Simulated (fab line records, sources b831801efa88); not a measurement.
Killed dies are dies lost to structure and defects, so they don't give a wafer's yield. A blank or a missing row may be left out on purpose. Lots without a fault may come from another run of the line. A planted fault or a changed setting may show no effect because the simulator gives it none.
Problem report in the 8D (eight disciplines) form, filled by code | flow sky130 | the parts of the form that need people (team, actions taken, sign-off) are left out

1. THE PROBLEM
killed_at_contacts at SKY_PAD_OPEN_PROBE_99 reads a mean of 76 on 2 wafers of 2 lots; wafers without a fault read 24 with a standard deviation of 5. That is +10 standard deviations from the usual mean.
First seen on wafer L354.3, day 49 18:20, on prober-01. The record holds 6 wafers of 2 lots with a number at this step. Rule for "out", or "out of limits": more than 4 standard deviations from the usual mean. The other wafers with a number count as sound.

2. WHAT IT IS AND WHAT IT IS NOT
question                    | is                              | is not
which readings at this step | killed_at_contacts, killed_dies | killed_at_M0_to_M3, killed_at_front_end, killed_at_other, killed_short
which lots                  | L354, L357                      | -
which wafers of those lots  | L354.3, L357.4                  | L354.4, L354.6, L357.2, L357.3
read on which tools         | prober-01                       | -
when                        | from day 49 18:20               | up to then (0 sound wafers); but 4 sound wafers of L354, L357 came after

3. SUSPECTS, AND WHAT RULES EACH OUT
Counting: a tool at a process step up to the reading stays a suspect if it ran every lot that is out. Sound lots after the first of them don't rule it out here, since some wafers of a struck lot are sound.
- plasma_asher-02 at SKY_CONTACT_STRIP_19 (strips in O2/N2): kept. It ran every lot that is out, first L354 (day 37 02:48).
- prober-01 at SKY_PAD_OPEN_PROBE_99: kept. It ran every lot that is out, first L354 (day 49 18:20). Its own readings are out on those wafers: killed_at_contacts, killed_dies.
- Within plasma_asher-02 at SKY_CONTACT_STRIP_19: the wafers that are out ran in chamber 0; their sound lot-mates ran in chamber 1.
Left after counting: plasma_asher-02 at SKY_CONTACT_STRIP_19, prober-01 at SKY_PAD_OPEN_PROBE_99.

4. THE CAUSE (what the simulator had put in)
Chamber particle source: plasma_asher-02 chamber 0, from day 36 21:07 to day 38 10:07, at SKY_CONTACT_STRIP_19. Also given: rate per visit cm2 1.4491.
Counting left 2 suspects, and this tool is among them.

5. THE CHAIN OF EFFECTS, in route order
Each row: a reading whose mean over the struck wafers that have a number lies more than 3 standard deviations from the usual. Only readings for which the record gives a usual standard deviation are gone through. hours: the time from each lot's start at the first step in this table that gives one to its start at this step, as a median over the lots. sigmas: the change in usual standard deviations.
hours | step                  | reading            | usual | on struck wafers | change | sigmas
0     | SKY_PAD_OPEN_PROBE_99 | killed_at_contacts | 24    | 76               | +52    | +10
0     | SKY_PAD_OPEN_PROBE_99 | killed_dies        | 86    | 136              | +50    | +5.4
0     | SKY_PAD_OPEN_PROBE_99 | killed_on_rim      | 17    | 28               | +11    | +3.1
The process steps in it:
- SKY_PAD_OPEN_PROBE_99

6. WHAT WOULD HAVE CAUGHT IT SOONER
In this record the first reading out of limits was taken at day 49 18:20, 309 hours after the fault began at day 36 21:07.
Of the tool readings at SKY_CONTACT_STRIP_19 for which the record gives a usual standard deviation, none was out on any struck wafer, so an alarm limit of 4 standard deviations on them would not have fired.
All the lots that are out (2) had begun SKY_CONTACT_STRIP_19 on plasma_asher-02 by day 49 18:20. A hold on the tool at that time would have spared none of them.
